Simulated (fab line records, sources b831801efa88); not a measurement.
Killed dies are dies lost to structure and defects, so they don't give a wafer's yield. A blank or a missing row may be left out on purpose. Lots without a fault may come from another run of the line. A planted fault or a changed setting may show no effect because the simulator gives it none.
Problem report in the 8D (eight disciplines) form, filled by code | flow gf180mcu | the parts of the form that need people (team, actions taken, sign-off) are left out

1. THE PROBLEM
SALICIDE_TIN_RS at GF_SALICIDE_RS_MEAS_04 reads a mean of 11.1 ohm/sq on 2 wafers of 2 lots; wafers without a fault read 16.5 ohm/sq with a standard deviation of 0.41. That is -13 standard deviations from the usual mean.
The step: measures by four-point-probe.
First seen on wafer L955.2, day 20 19:16, on film_metro-01. The record holds 42 wafers of 14 lots with a number at this step. Rule for "out", or "out of limits": more than 4 standard deviations from the usual mean. The other wafers with a number count as sound.

2. WHAT IT IS AND WHAT IT IS NOT
question                    | is                           | is not
which readings at this step | SALICIDE_TIN_RS              | -
which lots                  | L955, L956                   | L939, L940, L941, L942, L943, L944, L945, L946, L947, L951, L960, L961
which wafers of those lots  | L955.2, L956.2               | L955.1, L955.5, L956.1, L956.5
read on which gauges        | film_metro-01, film_metro-03 | film_metro-04
when                        | from day 20 19:16            | up to then (32 sound wafers); but 8 sound wafers of L956, L960, L961 came after

3. SUSPECTS, AND WHAT RULES EACH OUT
Counting: a tool at a process step up to the reading stays a suspect if it ran every lot that is out. Sound lots after the first of them don't rule it out here, since some wafers of a struck lot are sound.
- the gauge at GF_SALICIDE_RS_MEAS_04: ruled out. The wafers that are out were read on 2 gauges (film_metro-01, film_metro-03).
- pvd_sputter-03 at GF_SALICIDE_SPUTTER_02 (material Co, target thk 10 nm, time 20 s): kept. It ran every lot that is out, first L955 (day 20 19:13); its last sound lot up to then is L951 (day 19 16:38).
Left after counting: pvd_sputter-03 at GF_SALICIDE_SPUTTER_02.

4. THE CAUSE (what the simulator had put in)
Process parameter drift: pvd_sputter-03, from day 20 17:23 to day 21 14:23, at GF_SALICIDE_SPUTTER_02. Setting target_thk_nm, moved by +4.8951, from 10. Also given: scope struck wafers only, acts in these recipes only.
Counting left only this tool.

5. THE CHAIN OF EFFECTS, in route order
Each row: a reading whose mean over the struck wafers that have a number lies more than 3 standard deviations from the usual. Only readings for which the record gives a usual standard deviation are gone through. hours: the time from each lot's start at the first step in this table that gives one to its start at this step, as a median over the lots. sigmas: the change in usual standard deviations.
hours | step                   | reading         | usual       | on struck wafers | change | sigmas
0     | GF_SALICIDE_RS_MEAS_04 | SALICIDE_TIN_RS | 16.5 ohm/sq | 11.1             | -5.4   | -13

6. WHAT WOULD HAVE CAUGHT IT SOONER
In this record the first reading out of limits at a measuring or inspecting step was taken at day 20 19:16, 2 hours after the fault began at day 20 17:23.
Of the tool readings at GF_SALICIDE_SPUTTER_02 for which the record gives a usual standard deviation, none was out on any struck wafer, so an alarm limit of 4 standard deviations on them would not have fired.
Of the lots that are out (2), L956 began GF_SALICIDE_SPUTTER_02 on pvd_sputter-03 after day 20 19:16. A hold on the tool at that time would have spared it.
